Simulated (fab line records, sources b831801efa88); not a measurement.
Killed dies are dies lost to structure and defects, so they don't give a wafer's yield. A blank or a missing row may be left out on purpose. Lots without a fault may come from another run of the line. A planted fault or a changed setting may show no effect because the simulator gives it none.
Which tool did it? | flow gf180mcu | 12 lots, 36 wafers sampled, at 5 steps of a route of 602

WHAT THE GAUGES READ, wafer by wafer
GF_NWELL_OVL_MEAS_07. Usual: NWELL_OVL -1.2 nm, standard deviation 1.6.
lot  | measured    | on         | NWELL_OVL (nm) | flag
L981 | day 3 07:13 | overlay-02 | -3.3 -2.0 -2.3 |
L984 | day 3 23:16 | overlay-01 | -0.1 -1.0 -0.7 |
L985 | day 4 03:46 | overlay-02 | -2.2 -2.9 -3.6 |
L987 | day 4 15:40 | overlay-02 | -0.8 -3.5 -3.3 |
L988 | day 4 19:47 | overlay-02 | 0.1 -0.6 -1.0  |
L989 | day 5 02:22 | overlay-01 | 0.7 -2.1 0.1   |
L990 | day 5 12:16 | overlay-01 | -0.5 -2.3 -1.1 |
L991 | day 5 21:49 | overlay-02 | 0.1 1.6 -1.2   |
L994 | day 6 08:18 | overlay-01 | 0.9 0.8 2.0    |
L995 | day 6 12:51 | overlay-02 | -3.1 -2.7 -3.8 |
L997 | day 7 00:46 | overlay-01 | 1.7 0.3 0.9    |
L998 | day 7 06:09 | overlay-02 | -1.8 -1.5 -1.7 |

GF_DUAL_GATE_THK_MEAS_03. Usual: DUAL_GATE_OXIDATION_00_THK 10.96 nm, standard deviation 0.21.
lot  | measured     | on            | DUAL_GATE_OXIDATION_00_THK (nm) | flag
L981 | day 7 16:07  | film_metro-01 | 11.33 11.56 11.38               |
L984 | day 8 09:59  | film_metro-04 | 11.09 10.97 11.02               |
L985 | day 8 15:37  | film_metro-04 | 11.36 11.45 11.26               |
L987 | day 9 07:05  | film_metro-02 | 10.92 11.00 11.09               |
L988 | day 9 13:05  | film_metro-01 | 11.16 11.11 11.18               |
L989 | day 9 20:38  | film_metro-02 | 10.65 10.83 10.83               |
L990 | day 10 08:05 | film_metro-01 | 10.80 10.99 10.88               |
L991 | day 10 21:56 | film_metro-04 | 10.96 10.82 10.81               |
L994 | day 11 09:56 | film_metro-04 | 11.06 10.79 10.98               |
L995 | day 11 15:11 | film_metro-04 | 10.76 10.72 10.85               |
L997 | day 12 09:37 | film_metro-02 | 10.49 10.74 10.68               |
L998 | day 12 13:53 | film_metro-02 | 11.03 10.87 11.21               |

WHICH TOOL RAN EACH LOT (tool, then ch and the chambers of the sampled wafers, then the start)
lot  | GF_STI_ETCH_14                  | GF_STI_STRIP_15                     | GF_NWELL_STRIP_10
L981 | rie_si-02 ch 0,1,2, day 2 01:30 | plasma_asher-01 ch 0,1, day 2 01:35 | plasma_asher-04 ch 0,1, day 3 07:34
L984 | rie_si-01 ch 2,3, day 2 16:45   | plasma_asher-01 ch 0,1, day 2 16:52 | plasma_asher-04 ch 0,1, day 3 23:37
L985 | rie_si-01 ch 0,1, day 2 21:15   | plasma_asher-04 ch 0,1, day 2 21:20 | plasma_asher-04 ch 0,1, day 4 04:06
L987 | rie_si-02 ch 2,3, day 3 09:11   | plasma_asher-01 ch 0,1, day 3 09:15 | plasma_asher-01 ch 0,1, day 4 16:00
L988 | rie_si-01 ch 0,2,3, day 3 13:09 | plasma_asher-03 ch 0,1, day 3 13:16 | plasma_asher-02 ch 0,1, day 4 20:08
L989 | rie_si-01 ch 1,2,3, day 3 19:03 | plasma_asher-03 ch 0,1, day 3 19:08 | plasma_asher-04 ch 0,1, day 5 02:41
L990 | rie_si-01 ch 0,3, day 4 04:32   | plasma_asher-01 ch 0,1, day 4 04:36 | plasma_asher-02 ch 0,1, day 5 12:37
L991 | rie_si-02 ch 1,3, day 4 08:37   | plasma_asher-04 ch 0,1, day 4 08:42 | plasma_asher-01 ch 0,1, day 5 22:08
L994 | rie_si-02 ch 0,1, day 4 20:30   | plasma_asher-03 ch 0,1, day 4 20:35 | plasma_asher-01 ch 0,1, day 6 08:38
L995 | rie_si-02 ch 0,2,3, day 5 02:29 | plasma_asher-01 ch 0,1, day 5 02:33 | plasma_asher-01 ch 0,1, day 6 13:11
L997 | rie_si-02 ch 0,1,3, day 5 14:12 | plasma_asher-04 ch 0,1, day 5 14:17 | plasma_asher-02 ch 0,1, day 7 01:06
L998 | rie_si-01 ch 1,2,3, day 5 18:19 | plasma_asher-01 ch 0,1, day 5 18:23 | plasma_asher-04 ch 0,1, day 7 06:30
- GF_STI_ETCH_14: etches Si in HBr/Cl2/O2, target depth 360 nm, time 102.9 s.
- GF_STI_STRIP_15: strips in O2/N2.
- GF_NWELL_STRIP_10: strips in O2/N2.

WHAT THE TOOLS THEMSELVES READ (means of the sampled wafers that have a number; where no wafer has one, the mark that the record gives instead)
GF_STI_ETCH_14. Usual: drypump_motor_current_A 5.7 A, standard deviation 0.47; he_backside_leak_sccm 2.71 sccm, standard deviation 0.22; oes_product_au 1.001 a.u., standard deviation 0.0091; throttle_valve_pct 25.656 %, standard deviation 0.01.
lot  | tool      | drypump_motor_current_A (A) | he_backside_leak_sccm (sccm) | oes_product_au (a.u.) | throttle_valve_pct (%) | flag
L981 | rie_si-02 | 5.8                         | 2.78                         | 1.001                 | 25.647                 |
L984 | rie_si-01 | 5.4                         | 2.63                         | 0.996                 | 25.665                 |
L985 | rie_si-01 | 6.0                         | 2.89                         | 1.004                 | 25.646                 |
L987 | rie_si-02 | 5.6                         | 2.71                         | 0.998                 | 25.644                 |
L988 | rie_si-01 | 5.8                         | 2.51                         | 0.998                 | 25.665                 |
L989 | rie_si-01 | 5.7                         | 2.68                         | 0.997                 | 25.662                 |
L990 | rie_si-01 | 5.3                         | 2.63                         | 1.008                 | 25.648                 |
L991 | rie_si-02 | 5.3                         | 2.86                         | 1.000                 | 25.661                 |
L994 | rie_si-02 | 5.9                         | 2.76                         | 0.996                 | 25.666                 |
L995 | rie_si-02 | 5.8                         | 2.53                         | 1.044                 | 25.632                 | OFF
L997 | rie_si-02 | 5.6                         | 2.70                         | 1.058                 | 25.608                 | OFF
L998 | rie_si-01 | 5.7                         | 2.56                         | 0.999                 | 25.659                 |

GF_STI_STRIP_15. Usual: drypump_motor_current_A 5.4 A, standard deviation 0.45; heater_power_w 332 W, standard deviation 28; oes_product_au 0.384 a.u., standard deviation 0.0053; strip_time_to_endpoint_s 3.74 s, standard deviation 0.042.
lot  | tool            | drypump_motor_current_A (A) | heater_power_w (W) | oes_product_au (a.u.) | strip_time_to_endpoint_s (s) | flag
L981 | plasma_asher-01 | 5.2                         | 347                | 0.389                 | 3.78                         |
L984 | plasma_asher-01 | 5.3                         | 326                | 0.385                 | 3.75                         |
L985 | plasma_asher-04 | 5.8                         | 303                | 0.380                 | 3.72                         |
L987 | plasma_asher-01 | 5.3                         | 348                | 0.389                 | 3.75                         |
L988 | plasma_asher-03 | 4.9                         | 346                | 0.393                 | 3.80                         |
L989 | plasma_asher-03 | 5.3                         | 346                | 0.384                 | 3.73                         |
L990 | plasma_asher-01 | 5.3                         | 325                | 0.377                 | 3.67                         |
L991 | plasma_asher-04 | 6.0                         | 308                | 0.382                 | 3.72                         |
L994 | plasma_asher-03 | 5.3                         | 347                | 0.382                 | 3.72                         |
L995 | plasma_asher-01 | 5.3                         | 322                | 0.380                 | 3.65                         |
L997 | plasma_asher-04 | 5.8                         | 301                | 0.380                 | 3.65                         |
L998 | plasma_asher-01 | 5.3                         | 328                | 0.388                 | 3.78                         |

GF_NWELL_STRIP_10. Usual: drypump_motor_current_A 5.7 A, standard deviation 0.4; heater_power_w 330 W, standard deviation 33; oes_product_au 0.723 a.u., standard deviation 0.0046; strip_time_to_endpoint_s 36.99 s, standard deviation 0.11.
lot  | tool            | drypump_motor_current_A (A) | heater_power_w (W) | oes_product_au (a.u.) | strip_time_to_endpoint_s (s) | flag
L981 | plasma_asher-04 | 6.1                         | 307                | 0.719                 | 37.03                        |
L984 | plasma_asher-04 | 6.1                         | 303                | 0.721                 | 36.88                        |
L985 | plasma_asher-04 | 5.8                         | 303                | 0.723                 | 36.91                        |
L987 | plasma_asher-01 | 5.3                         | 332                | 0.722                 | 37.08                        |
L988 | plasma_asher-02 | 5.9                         | 362                | 0.727                 | 36.90                        |
L989 | plasma_asher-04 | 6.0                         | 301                | 0.726                 | 37.13                        |
L990 | plasma_asher-02 | 6.1                         | 345                | 0.722                 | 37.08                        |
L991 | plasma_asher-01 | 5.3                         | 327                | 0.723                 | 36.85                        |
L994 | plasma_asher-01 | 5.2                         | 344                | 0.717                 | 36.88                        |
L995 | plasma_asher-01 | 5.3                         | 324                | 0.722                 | 36.97                        |
L997 | plasma_asher-02 | 6.0                         | 339                | 0.721                 | 36.98                        |
L998 | plasma_asher-04 | 6.0                         | 302                | 0.724                 | 37.17                        |

THE ANSWER, worked out from the rows above alone
Rule: a lot is off if the mean of its wafers that have a number lies more than 3 standard deviations from the usual mean. A lot without any number at a reading at which 4 lots or more have one is off too. The other lots that the step has rows for count as sound. The gauges are gone through in route order, then the tools' own readings, and for those a lot's mean is taken as printed above. The first step at which some lot is off is used, and at that step the reading that is off furthest; a lot without a number counts as furthest.
Off: L995, L997, at GF_STI_ETCH_14 (oes_product_au).
A tool fits if, at that step or a process step before it, it ran every lot that is off, and no sound lot after the first of them. One fits: rie_si-02 at GF_STI_ETCH_14. Its last sound lot is L994 (day 4 20:30), its first lot that is off L995 (day 5 02:29): a fault that began between those two fits.
The tool's own readings at GF_STI_ETCH_14 bear it out: on the lots that are off they differ by more than 5 times the standard deviation of the sound lots' means. oes_product_au reads 1.051 a.u. there against 1.000 a.u. on the sound lots.

WHAT THE SIMULATOR HAD PUT IN
Process parameter drift: rie_si-02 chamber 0, from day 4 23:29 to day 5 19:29, at GF_STI_ETCH_14. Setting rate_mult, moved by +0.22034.
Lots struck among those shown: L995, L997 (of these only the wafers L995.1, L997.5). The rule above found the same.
